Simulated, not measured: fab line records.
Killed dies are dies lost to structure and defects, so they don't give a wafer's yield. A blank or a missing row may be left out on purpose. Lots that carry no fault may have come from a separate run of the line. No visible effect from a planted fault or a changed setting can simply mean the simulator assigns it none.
Which of the tools did it? -- flow sky130 -- 12 lots, 36 wafers sampled, at 6 steps of a route of 708

WHAT THE GAUGES READ, wafer by wafer
SKY_METAL4_OVL_MEAS_14.
lot,measured,on,METAL4_OVL (nm)
L075,day 42 07:47,overlay-02,0 -1 -3
L077,day 43 01:13,overlay-02,-5 11 10
L079,day 43 10:13,overlay-01,8 3 0
L081,day 44 03:41,overlay-01,-5 -2 11
L083,day 44 09:07,overlay-01,5 3 0
L085,day 45 02:02,overlay-02,-8 5 -7
L087,day 45 17:52,overlay-01,2 0 0
L089,day 46 03:17,overlay-01,-5 -1 -7
L091,day 46 15:55,overlay-01,7 9 14
L093,day 47 04:18,overlay-02,9 -7 -1
L095,day 47 10:47,overlay-01,-6 -17 -2
L097,day 48 00:28,overlay-02,0 -3 -7

WHICH TOOL RAN EACH LOT (tool, then ch and the chambers of the sampled wafers, then the start)
lot,SKY_METAL2_ETCH_18,SKY_VIA3_SPUTTER_20,SKY_CAP2M_CVD_00,SKY_CAP2M_SPUTTER_02,SKY_CAP2M_STRIP_14
L075,"rie_metal-04 ch 0,1, day 35 14:53","pvd_sputter-03, day 40 05:39","pecvd-01 ch 1,2, day 40 06:28","pvd_sputter-03, day 40 06:33","plasma_asher-01 ch 0,1, day 41 07:07"
L077,"rie_metal-04 ch 0,1, day 36 10:05","pvd_sputter-01, day 40 23:32","pecvd-01 ch 0,1, day 41 00:21","pvd_sputter-04, day 41 00:26","plasma_asher-01 ch 0,1, day 42 00:50"
L079,"rie_metal-03 ch 0, day 36 22:38","pvd_sputter-01, day 41 09:27","pecvd-02 ch 0,2, day 41 10:19","pvd_sputter-01, day 41 10:24","plasma_asher-03 ch 0,1, day 42 10:21"
L081,"rie_metal-01 ch 0,1, day 37 17:58","pvd_sputter-01, day 42 03:49","pecvd-02 ch 0,2, day 42 04:38","pvd_sputter-03, day 42 04:43","plasma_asher-03 ch 0,1, day 43 04:02"
L083,"rie_metal-01 ch 0,1, day 37 23:56","pvd_sputter-03, day 42 09:24","pecvd-03 ch 1,2, day 42 10:13","pvd_sputter-04, day 42 10:18","plasma_asher-01 ch 0,1, day 43 09:34"
L085,"rie_metal-03 ch 0,1, day 38 20:38","pvd_sputter-02, day 43 03:18","pecvd-03 ch 0, day 43 04:07","pvd_sputter-03, day 43 04:13","plasma_asher-01 ch 1, day 44 03:11"
L087,"rie_metal-04 ch 1, day 39 15:14","pvd_sputter-02, day 43 20:52","pecvd-01 ch 0,1, day 43 21:41","pvd_sputter-04, day 43 21:46","plasma_asher-01 ch 0, day 44 19:28"
L089,"rie_metal-01 ch 0,1, day 40 02:41","pvd_sputter-02, day 44 05:51","pecvd-03 ch 0,1,2, day 44 06:41","pvd_sputter-01, day 44 06:45","plasma_asher-03 ch 0,1, day 45 05:01"
L091,"rie_metal-04 ch 0,1, day 40 15:13","pvd_sputter-02, day 44 18:58","pecvd-01 ch 0,1, day 44 19:47","pvd_sputter-04, day 44 19:52","plasma_asher-01 ch 0,1, day 45 18:07"
L093,"rie_metal-01 ch 0,1, day 41 06:58","pvd_sputter-01, day 45 08:37","pecvd-01 ch 0,1,2, day 45 09:34","pvd_sputter-04, day 45 09:39","plasma_asher-01 ch 0,1, day 46 07:24"
L095,"rie_metal-03 ch 0,1, day 41 14:07","pvd_sputter-01, day 45 15:50","pecvd-02 ch 0,1,2, day 45 16:39","pvd_sputter-03, day 45 16:44","plasma_asher-01 ch 0,1, day 46 13:50"
L097,"rie_metal-01 ch 0,1, day 42 05:24","pvd_sputter-01, day 46 06:48","pecvd-01 ch 0,2, day 46 07:54","pvd_sputter-03, day 46 07:59","plasma_asher-03 ch 0,1, day 47 04:22"
- SKY_METAL2_ETCH_18: etches BARC in N2/H2, stops on SiO2, time 45.9 s, target depth 60 nm.
- SKY_VIA3_SPUTTER_20: material TiN, target thk 20 nm, time 80 s.
- SKY_CAP2M_CVD_00: deposits SiO2, target thk 15.5 nm.
- SKY_CAP2M_SPUTTER_02: material TiN, target thk 200 nm, time 166.7 s.
- SKY_CAP2M_STRIP_14: strips in O2/N2.

THE ANSWER, worked out from the rows above alone
Rule: usual is defined by the lots themselves. Put in order of their means at a reading, lots are off if they are a third of the lots or fewer, leave a main group of 4 or more, and stand apart from it by a gap of 3 or more times the standard deviation of the main group's means; of several such gaps the widest counts. Not used: any main group whose means are identical at the precision the tables above print for the reading. A lot without any number at a reading at which 4 lots or more have one is off too. The other lots that the step has rows for count as sound.
No lot is off on any of the readings shown, so nothing can be concluded from this.

WHAT THE SIMULATOR HAD PUT IN
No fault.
